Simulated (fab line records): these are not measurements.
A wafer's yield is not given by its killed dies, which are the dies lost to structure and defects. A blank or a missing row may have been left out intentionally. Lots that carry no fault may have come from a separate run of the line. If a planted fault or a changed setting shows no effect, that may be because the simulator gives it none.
Which tool was responsible? :: flow gf180mcu :: 12 lots, 36 wafers sampled, at 2 steps of a route of 602

## WHAT EACH GAUGE READ, for each wafer
GF_V4_OVL_MEAS_15. Usual: for V4_OVL the level is -3 nm and the standard deviation is 6.1.
lot: L821
measured: day 24 13:24
on: overlay-02
V4_OVL (nm): 2 -4 -2
flag: 

lot: L822
measured: day 24 22:49
on: overlay-01
V4_OVL (nm): 3 -5 6
flag: 

lot: L825
measured: day 25 17:53
on: overlay-01
V4_OVL (nm): -2 -9 -6
flag: 

lot: L826
measured: day 26 00:31
on: overlay-01
V4_OVL (nm): -2 -2 3
flag: 

lot: L828
measured: day 26 19:22
on: overlay-02
V4_OVL (nm): -3 -9 -10
flag: 

lot: L834
measured: day 28 14:30
on: overlay-02
V4_OVL (nm): 0 4 5
flag: 

lot: L835
measured: day 28 21:19
on: overlay-02
V4_OVL (nm): -11 -11 -7
flag: 

lot: L837
measured: day 29 14:15
on: overlay-02
V4_OVL (nm): 2 -2 3
flag: 

lot: L838
measured: day 29 19:43
on: overlay-01
V4_OVL (nm): 10 9 1
flag: 

lot: L841
measured: day 30 14:16
on: overlay-01
V4_OVL (nm): 1 -6 -6
flag: 

lot: L842
measured: day 30 21:01
on: overlay-02
V4_OVL (nm): -11 -9 -4
flag: 

lot: L843
measured: day 30 22:49
on: overlay-02
V4_OVL (nm): -4 -8 -5
flag: 

## WHAT TOOL EACH LOT RAN ON (gives the tool, then ch and the chambers of the sampled wafers, and finally the start)
lot: L821
GF_V3_SPUTTER_21: pvd sputter-01, day 22 14:44

lot: L822
GF_V3_SPUTTER_21: pvd sputter-02, day 22 23:54

lot: L825
GF_V3_SPUTTER_21: pvd sputter-01, day 23 19:56

lot: L826
GF_V3_SPUTTER_21: pvd sputter-01, day 24 02:49

lot: L828
GF_V3_SPUTTER_21: pvd sputter-01, day 24 22:58

lot: L834
GF_V3_SPUTTER_21: pvd sputter-01, day 26 18:47

lot: L835
GF_V3_SPUTTER_21: pvd sputter-04, day 27 03:19

lot: L837
GF_V3_SPUTTER_21: pvd sputter-04, day 27 20:05

lot: L838
GF_V3_SPUTTER_21: pvd sputter-02, day 28 01:52

lot: L841
GF_V3_SPUTTER_21: pvd sputter-02, day 28 21:13

lot: L842
GF_V3_SPUTTER_21: pvd sputter-02, day 29 05:37

lot: L843
GF_V3_SPUTTER_21: pvd sputter-02, day 29 07:56
- GF_V3_SPUTTER_21: material Ti, target thk 15 nm, time 80.02 s.

## WHAT THE TOOLS THEMSELVES READ (means of the sampled wafers that have a number; where no wafer has one, the mark that the record gives instead)
GF_V3_SPUTTER_21. Usual: substrate temp c 200.02 C, standard deviation 0.16; throttle valve pct 30.2 %, standard deviation 0.87.
lot: L821
tool: pvd sputter-01
substrate temp c (C): 200.14
throttle valve pct (%): 30.4
flag: 

lot: L822
tool: pvd sputter-02
substrate temp c (C): 200.18
throttle valve pct (%): 30.6
flag: 

lot: L825
tool: pvd sputter-01
substrate temp c (C): 200.02
throttle valve pct (%): 30.3
flag: 

lot: L826
tool: pvd sputter-01
substrate temp c (C): 200.17
throttle valve pct (%): 30.3
flag: 

lot: L828
tool: pvd sputter-01
substrate temp c (C): 199.98
throttle valve pct (%): 30.6
flag: 

lot: L834
tool: pvd sputter-01
substrate temp c (C): 200.05
throttle valve pct (%): 30.0
flag: 

lot: L835
tool: pvd sputter-04
substrate temp c (C): 199.83
throttle valve pct (%): 29.8
flag: 

lot: L837
tool: pvd sputter-04
substrate temp c (C): 200.13
throttle valve pct (%): 29.9
flag: 

lot: L838
tool: pvd sputter-02
substrate temp c (C): 199.86
throttle valve pct (%): 30.4
flag: 

lot: L841
tool: pvd sputter-02
substrate temp c (C): 200.07
throttle valve pct (%): 30.5
flag: 

lot: L842
tool: pvd sputter-02
substrate temp c (C): 200.05
throttle valve pct (%): 29.9
flag: 

lot: L843
tool: pvd sputter-02
substrate temp c (C): 200.07
throttle valve pct (%): 30.0
flag: 

## THE ANSWER, worked out from the rows above alone
Rule: a lot is off if the mean of its wafers that have a number lies more than 3 standard deviations from the usual mean. A lot without any number at a reading at which 4 lots or more have one is off too. The other lots that the step has rows for count as sound. After the gauges, taken in route order, come the tools' own readings; for these a lot's mean is taken, as printed above. At the first step where some lot is off, the reading lying furthest off is the one used; lots without a number count as furthest.
Across all readings shown, no lot is off: no conclusion can be drawn from this.

## WHAT HAD BEEN PUT IN BY THE SIMULATOR
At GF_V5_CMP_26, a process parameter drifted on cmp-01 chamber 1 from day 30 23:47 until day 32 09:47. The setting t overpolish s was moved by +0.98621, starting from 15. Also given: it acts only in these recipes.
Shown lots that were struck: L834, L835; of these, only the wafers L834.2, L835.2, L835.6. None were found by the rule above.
